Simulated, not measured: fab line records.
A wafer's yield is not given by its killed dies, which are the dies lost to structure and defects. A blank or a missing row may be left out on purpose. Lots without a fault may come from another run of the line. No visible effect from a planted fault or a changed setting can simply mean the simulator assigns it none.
A struck lot beside a sound one ; flow sky130 ; 24 steps out of a route of 708
Sound: the wafers L902.2, L902.3, L902.6. The struck wafers were L915.1, L915.3, L915.6. The cause is given at the end.
Order at every step that has rows: each side's tool, ch and its chambers, its first start. Under that, the readings that differ: sound wafers ; struck wafers ; difference of the means ; sigmas: that difference in standard deviations of wafers without a fault.
alike: readings whose means differ by less than 2 such deviations, and words and numbers that are the same on both sides. not compared: withheld readings, readings that some wafer has no value for, bounds like >300 that may hide the same value, and numbers for which the record gives no deviation and whose values overlap.
A row with sigmas, a row that says differs or no value, or rows on one side alone: a step with any of these is where the two part. Numbers that don't overlap but have no deviation are shown without sigmas and don't part them. A reading missing from all wafers of one side parts the sides only when that side holds two or more wafers.

first, 2 steps without rows for these wafers: SKY_POLY_GATE_CLEAN_19 (cleans in SC1/SC2, time 150 s); SKY_POLY_GATE_OXIDATION_20 (stabilise 600 s, purge 300 s, target thk 4 nm).
SKY_POLY_GATE_THK_MEAS_21:
  sound on film metro-03 at day 18 07:29; struck on film metro-01 at day 22 08:37
reading;sound;struck;difference;sigmas
POLY_GATE_OXIDATION_THK (nm);4.08 4.13 4.14;3.86 3.94 3.98;-0.19;-3
SKY_POLY_GATE_CD_MEAS_22:
  sound on cd sem-01 at day 18 07:34; struck on cd sem-02 at day 22 08:41
  alike: cd nm
then, 7 steps without rows for these wafers: SKY_LDD_N_DEHYDRATE_00 (time 60 s); SKY_LDD_N_HMDS_01 (prime time 60 s); SKY_LDD_N_COAT_02 (resist thk 300 nm); SKY_LDD_N_SOFTBAKE_03 (time 60 s); SKY_LDD_N_EXPOSE_04 (exposes mask NTM, target cd 840 nm); SKY_LDD_N_PEB_05; SKY_LDD_N_DEVELOP_06 (develop time 60 s).
SKY_LDD_N_OVL_MEAS_07:
  sound on overlay-01 at day 19 14:07; struck on overlay-01 at day 23 14:41
  alike: LDD_N_OVL
SKY_LDD_N_IMPLANT_08:
  sound on implanter-02 ch 0, day 19 14:11; struck on implanter-03 ch 0, day 23 14:43
reading;sound;struck;difference;sigmas
beam on s (s);10.47 10.35 10.17;78.61 79.09 80.53;+69.08;+99 or more
dose ions cm2;7.497e+13 7.503e+13 7.492e+13;9.0303e+14 9.0297e+14 9.0282e+14;+8.2797e+14;+99 or more
faraday current uA;404 410 416;646 643 634;+231;+25
  alike: beam energy keV, rotation deg
then, 7 steps without rows for these wafers: SKY_LDD_N_IMPLANT_09; SKY_LDD_N_IMPLANT_10; SKY_LDD_N_IMPLANT_11; SKY_LDD_N_IMPLANT_12; SKY_LDD_N_IMPLANT_13; SKY_LDD_N_IMPLANT_14; SKY_LDD_N_IMPLANT_15.
SKY_LDD_N_STRIP_16: strips in O2/N2.
  sound on plasma asher-01 ch 0,1, day 19 15:21; struck on plasma asher-04 ch 0,1, day 23 15:55
reading;sound;struck;difference;sigmas
strip time to endpoint s (s);4.312 4.299 4.320;5.930 5.932 5.942;+1.624;+99 or more
  alike: drypump motor current A, oes product au
  not compared: rf hours counter h
SKY_LDD_N_TW_MEAS_17:
  sound on film metro-03 at day 19 15:28; struck on film metro-03 at day 23 16:01
reading;sound;struck;difference;sigmas
LDD_N_TW;2590 2599 2603;3063 3082 3068;+474;+21
then, 1 step without rows for these wafers: SKY_LDD_P_DEHYDRATE_00 (time 60 s).
-- a jump in the record: the struck wafers' starts before and after are 26 days apart (it breaks off in module LDD_P and resumes in module PAD_OPEN, where the first step shown is number 708 of the route) --
SKY_PAD_OPEN_PROBE_99:
  sound on prober-02 at day 47 04:22; struck on prober-01 at day 49 16:35
reading;sound;struck;difference;sigmas
killed_at_M0_to_M3;56 47 55;35 46 33;-15;-2
killed at front end;15 9 7;29 17 22;+12;+3
model.etest.tip n.rs ohm sq;441.7 445.7 442.7;238.2 237.8 237.9;-205.4;
model.etest.nfet_01v8.r on ohm um;817.9 845.6 838.6;760.6 737.4 765.1;-79.7;
model.etest.nfet_01v8_lvt.drive ua um;586.5 567.1 578;639.5 653.5 634;+65.1;
model.etest.nfet_01v8_turned.drive ua um;510.9 494.6 509;559.9 579.1 561.1;+61.9;
model.etest.nfet_01v8.drive ua um;516.2 499.2 507.7;560.6 574 560;+57.2;
model.etest.sram nfet pass.drive ua um;504.6 495.1 472.9;537.9 552.5 549.2;+55.7;
model.etest.nfet_01v8_swapped.drive ua um;513.9 494.4 506.7;538.5 557.9 540.5;+40.6;
model.etest.licon ndiff.rc ohm;177.5 182.5 187.9;172.5 169.9 176.2;-9.8;
  alike: killed_at_M4_up, killed at contacts, killed at other, killed dies, killed open, killed short

== WHERE THEY PART ==
Earliest at SKY_POLY_GATE_THK_MEAS_21; latest, in this record, at SKY_PAD_OPEN_PROBE_99.

WHY: what the simulator had put in
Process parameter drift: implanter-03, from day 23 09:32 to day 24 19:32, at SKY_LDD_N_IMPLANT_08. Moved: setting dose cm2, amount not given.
